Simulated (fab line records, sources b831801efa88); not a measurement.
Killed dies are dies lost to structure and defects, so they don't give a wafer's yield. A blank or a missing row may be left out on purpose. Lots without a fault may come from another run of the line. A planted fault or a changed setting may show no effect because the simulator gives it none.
Which tool did it? | flow gf180mcu | 12 lots, 36 wafers sampled, at 4 steps of a route of 602

WHAT THE GAUGES READ, wafer by wafer
GF_HV_LDD_THK_MEAS_57. Usual: HV_LDD_CVD_56_THK 89.8 nm, standard deviation 0.75.
lot  | measured     | on            | HV_LDD_CVD_56_THK (nm) | flag
L885 | day 12 11:16 | film_metro-02 | 88.8 88.9 88.5         |
L887 | day 13 11:14 | film_metro-02 | 90.4 90.9 90.1         |
L888 | day 13 19:02 | film_metro-04 | 90.8 90.8 91.2         |
L889 | day 14 03:51 | film_metro-01 | 88.9 89.0 88.7         |
L892 | day 15 09:54 | film_metro-01 | 89.5 89.8 89.4         |
L893 | day 15 14:23 | film_metro-04 | 89.3 90.1 89.6         |
L894 | day 15 20:48 | film_metro-01 | 90.0 89.4 90.7         |
L895 | day 16 04:59 | film_metro-01 | 90.9 90.8 90.5         |
L896 | day 16 11:03 | film_metro-04 | 89.2 88.9 89.4         |
L897 | day 16 18:25 | film_metro-02 | 90.6 90.3 89.5         |
L901 | day 18 06:46 | film_metro-04 | 97.9 97.2 96.7         | OFF
L908 | day 20 15:40 | film_metro-04 | 89.5 90.2 90.2         |

GF_V1_THK_MEAS_03. Usual: V1_CVD_02_THK 854 nm, standard deviation 12.
lot  | measured     | on            | V1_CVD_02_THK (nm) | flag
L885 | day 17 03:31 | film_metro-01 | 865 851 876        |
L887 | day 18 06:06 | film_metro-04 | 865 874 871        |
L888 | day 18 16:59 | film_metro-04 | 833 848 851        |
L889 | day 19 01:40 | film_metro-01 | 852 857 866        |
L892 | day 20 12:20 | film_metro-03 | 855 857 862        |
L893 | day 20 15:53 | film_metro-04 | 854 864 850        |
L894 | day 20 22:25 | film_metro-03 | 857 871 858        |
L895 | day 21 06:38 | film_metro-03 | 833 844 858        |
L896 | day 21 14:18 | film_metro-03 | 861 863 876        |
L897 | day 21 21:55 | film_metro-04 | 859 863 863        |
L901 | day 23 11:52 | film_metro-03 | 830 840 848        |
L908 | day 25 21:16 | film_metro-04 | 835 858 855        |

WHICH TOOL RAN EACH LOT (tool, then ch and the chambers of the sampled wafers, then the start)
lot  | GF_HV_LDD_CVD_56            | GF_HV_LDD_ETCHBACK_58
L885 | lpcvd-02 ch 0, day 12 09:50 | rie_diel-01 ch 1,2,3, day 12 11:19
L887 | lpcvd-01 ch 1, day 13 09:47 | rie_diel-03 ch 0,2, day 13 11:17
L888 | lpcvd-01 ch 0, day 13 17:36 | rie_diel-01 ch 0,1,3, day 13 19:05
L889 | lpcvd-01 ch 1, day 14 02:25 | rie_diel-01 ch 0,1,2, day 14 03:55
L892 | lpcvd-02 ch 0, day 15 08:28 | rie_diel-03 ch 0,1,2, day 15 09:58
L893 | lpcvd-02 ch 0, day 15 12:56 | rie_diel-03 ch 0,1, day 15 14:25
L894 | lpcvd-02 ch 0, day 15 19:21 | rie_diel-02 ch 1,3, day 15 20:50
L895 | lpcvd-02 ch 0, day 16 03:34 | rie_diel-02 ch 0,2,3, day 16 05:03
L896 | lpcvd-02 ch 0, day 16 09:36 | rie_diel-02 ch 0,1, day 16 11:05
L897 | lpcvd-02 ch 0, day 16 16:59 | rie_diel-01 ch 2,3, day 16 18:29
L901 | lpcvd-02 ch 0, day 18 05:20 | rie_diel-01 ch 0,2,3, day 18 06:50
L908 | lpcvd-02 ch 1, day 20 14:13 | rie_diel-03 ch 1,2,3, day 20 15:43
- GF_HV_LDD_CVD_56: deposits Si3N4 from DCS/NH3, target thk 90 nm, time 1543 s.
- GF_HV_LDD_ETCHBACK_58: etches Si3N4 in CH3F/O2, stops on SiO2, time 100 s, target depth 90 nm.

WHAT THE TOOLS THEMSELVES READ (means of the sampled wafers that have a number; where no wafer has one, the mark that the record gives instead)
GF_HV_LDD_ETCHBACK_58. Usual: O2_flow_sccm 30.01 sccm, standard deviation 0.097; drypump_motor_current_A 5.8 A, standard deviation 0.5; oes_product_au 0.842 a.u., standard deviation 0.0059; rf_fwd_power_W 398.2 W, standard deviation 1.2; throttle_valve_pct 10.561 %, standard deviation 0.0092.
lot  | tool        | O2_flow_sccm (sccm) | drypump_motor_current_A (A) | oes_product_au (a.u.) | rf_fwd_power_W (W) | throttle_valve_pct (%) | flag
L885 | rie_diel-01 | 29.98               | 5.9                         | 0.838                 | 399.2              | 10.561                 |
L887 | rie_diel-03 | 29.96               | 6.1                         | 0.842                 | 397.1              | 10.564                 |
L888 | rie_diel-01 | 30.04               | 5.8                         | 0.847                 | 398.4              | 10.570                 |
L889 | rie_diel-01 | 30.10               | 5.6                         | 0.836                 | 399.2              | 10.557                 |
L892 | rie_diel-03 | 30.03               | 6.0                         | 0.844                 | 397.6              | 10.565                 |
L893 | rie_diel-03 | 29.99               | 5.8                         | 0.840                 | 398.6              | 10.553                 |
L894 | rie_diel-02 | 29.92               | 5.9                         | 0.843                 | 398.6              | 10.570                 |
L895 | rie_diel-02 | 30.01               | 5.8                         | 0.841                 | 397.3              | 10.564                 |
L896 | rie_diel-02 | 30.03               | 5.6                         | 0.838                 | 398.3              | 10.564                 |
L897 | rie_diel-01 | 30.01               | 5.6                         | 0.847                 | 399.3              | 10.563                 |
L901 | rie_diel-01 | 30.04               | 5.3                         | 0.877                 | 397.7              | 10.573                 | OFF
L908 | rie_diel-03 | 30.12               | 6.1                         | 0.845                 | 397.6              | 10.551                 |

THE ANSWER, worked out from the rows above alone
Rule: a lot is off if the mean of its wafers that have a number lies more than 3 standard deviations from the usual mean. A lot without any number at a reading at which 4 lots or more have one is off too. The other lots that the step has rows for count as sound. The gauges are gone through in route order, then the tools' own readings, and for those a lot's mean is taken as printed above. The first step at which some lot is off is used, and at that step the reading that is off furthest; a lot without a number counts as furthest.
Off: L901, at GF_HV_LDD_THK_MEAS_57 (HV_LDD_CVD_56_THK).
A tool fits if, at a process step before that reading, it ran every lot that is off, and no sound lot after the first of them. The gauges at GF_HV_LDD_THK_MEAS_57 aren't tried: what is off there is off at GF_HV_LDD_ETCHBACK_58 too, on other tools, and a gauge's error can't cause that. None of those tried fits.

WHAT THE SIMULATOR HAD PUT IN
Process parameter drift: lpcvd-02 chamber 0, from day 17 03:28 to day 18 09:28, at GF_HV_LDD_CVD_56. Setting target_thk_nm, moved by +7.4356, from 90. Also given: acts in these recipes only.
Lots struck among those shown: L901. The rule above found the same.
